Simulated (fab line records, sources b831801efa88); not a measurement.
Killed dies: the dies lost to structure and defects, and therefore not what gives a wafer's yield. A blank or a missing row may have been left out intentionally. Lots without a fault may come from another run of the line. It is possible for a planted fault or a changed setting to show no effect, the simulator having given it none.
Commonality check across tools | flow sky130 | Sample size 10 lots and 30 wafers

## WHY THIS WAS OPENED
SKY_METAL1_RS_MEAS_05, reading METAL1_ALCU_RS: flagged on 2 of 10 lots. No-fault wafers: 0.1270 ohm/sq, standard deviation 0.0011.
Rule: a lot gets a flag if all its wafers with a number sit over 4 standard deviations from that mean, or if no wafer of it has a number. The rest of the lots are taken to be sound.

lot  | measured     | on           | METAL1_ALCU_RS (ohm/sq), wafer by wafer | flag
L771 | day 32 11:37 | filmMetro-02 | 0.1251 0.1268 0.1272                    | 
L774 | day 33 01:17 | filmMetro-03 | 0.1262 0.1265 0.1268                    | 
L780 | day 34 17:53 | filmMetro-04 | 0.1212 0.1211 0.1208                    | FLAGGED
L781 | day 34 23:50 | filmMetro-03 | 0.1218 0.1216 0.1225                    | FLAGGED
L788 | day 37 10:53 | filmMetro-04 | 0.1258 0.1257 0.1258                    | 
L790 | day 37 13:07 | filmMetro-02 | 0.1273 0.1273 0.1274                    | 
L789 | day 37 16:38 | filmMetro-03 | 0.1279 0.1286 0.1291                    | 
L792 | day 38 14:35 | filmMetro-03 | 0.1269 0.1276 0.1270                    | 
L793 | day 38 22:56 | filmMetro-02 | 0.1280 0.1269 0.1279                    | 
L794 | day 39 09:10 | filmMetro-03 | 0.1252 0.1268 0.1256                    | 
On average the flagged lots' numbers are 0.1215 ohm/sq, which is -0.0055 ohm/sq against the usual, or -5 standard deviations.

## WHICH TOOL EACH LOT WENT THROUGH
2 process steps preceding the reading are held in the record, out of 708 steps in the route. Read each cell as the tool, then ch plus the chambers that the sampled wafers visited, then the start.
lot  | flag    | SKY_LOCAL_INTERCONNECT_ETCH_13   | SKY_METAL1_SPUTTER_02
L771 |         | rieMetal-02 ch 0,1, day 31 04:56 | pvdSputter-01, day 32 11:30
L774 |         | rieMetal-02 ch 0,1, day 31 19:01 | pvdSputter-03, day 33 01:12
L780 | FLAGGED | rieMetal-03 ch 0,1, day 33 12:43 | pvdSputter-01, day 34 17:48
L781 | FLAGGED | rieMetal-02 ch 0,1, day 33 18:30 | pvdSputter-01, day 34 23:42
L788 |         | rieMetal-01 ch 0,1, day 36 05:47 | pvdSputter-04, day 37 10:47
L790 |         | rieMetal-01 ch 0,1, day 36 07:44 | pvdSputter-01, day 37 13:01
L789 |         | rieMetal-03 ch 0,1, day 36 11:17 | pvdSputter-01, day 37 16:33
L792 |         | rieMetal-03 ch 0,1, day 37 10:07 | pvdSputter-01, day 38 14:29
L793 |         | rieMetal-02 ch 0,1, day 37 17:37 | pvdSputter-01, day 38 22:51
L794 |         | rieMetal-02 ch 0, day 38 04:46   | pvdSputter-03, day 39 09:02
What the steps here do:
- SKY_LOCAL_INTERCONNECT_ETCH_13: etches BARC in N2/H2, stops on SiO2, time 45.9 s, target depth 60 nm.
- SKY_METAL1_SPUTTER_02: material AlCu, target thk 250 nm, time 13.3 s.
- SKY_METAL1_RS_MEAS_05: measures by four-point-probe.

## FLAGGED AGAINST TOTAL, ONE TOOL AT A TIME (gauges that did the reading follow at the end)
step                           | tool          | lots run | flagged | share of the flagged lots | sound lots run after its first flagged lot
SKY_LOCAL_INTERCONNECT_ETCH_13 | rieMetal-01   | 2        | 0       | none                      | -
SKY_LOCAL_INTERCONNECT_ETCH_13 | rieMetal-02   | 5        | 1       | some                      | 2 (L793,L794)
SKY_LOCAL_INTERCONNECT_ETCH_13 | rieMetal-03   | 3        | 1       | some                      | 2 (L789,L792)
SKY_METAL1_SPUTTER_02          | pvdSputter-01 | 7        | 2       | all                       | 4 (L790,L789,L792,L793)
SKY_METAL1_SPUTTER_02          | pvdSputter-03 | 2        | 0       | none                      | -
SKY_METAL1_SPUTTER_02          | pvdSputter-04 | 1        | 0       | none                      | -
SKY_METAL1_RS_MEAS_05          | filmMetro-02  | 3        | 0       | none                      | -
SKY_METAL1_RS_MEAS_05          | filmMetro-03  | 5        | 1       | some                      | 3 (L789,L792,L794)
SKY_METAL1_RS_MEAS_05          | filmMetro-04  | 2        | 1       | some                      | 1 (L788)

## WHAT THE TABLE ALLOWS
1 row of the table ran every flagged lot: pvdSputter-01 at SKY_METAL1_SPUTTER_02.
- pvdSputter-01 at SKY_METAL1_SPUTTER_02: 2 of its 7 lots flagged. Lots that were sound ran on it after the first flagged one (L790, L789, L792, L793); a persistent fault on the entire tool would not allow that. Its own readings lie more than 4 standard deviations out on every wafer of the flagged lots: chamberPressurePa.
There is no row in the table that ran each flagged lot and no sound lot after the first.

## WHAT THE SIMULATOR HAD PUT IN
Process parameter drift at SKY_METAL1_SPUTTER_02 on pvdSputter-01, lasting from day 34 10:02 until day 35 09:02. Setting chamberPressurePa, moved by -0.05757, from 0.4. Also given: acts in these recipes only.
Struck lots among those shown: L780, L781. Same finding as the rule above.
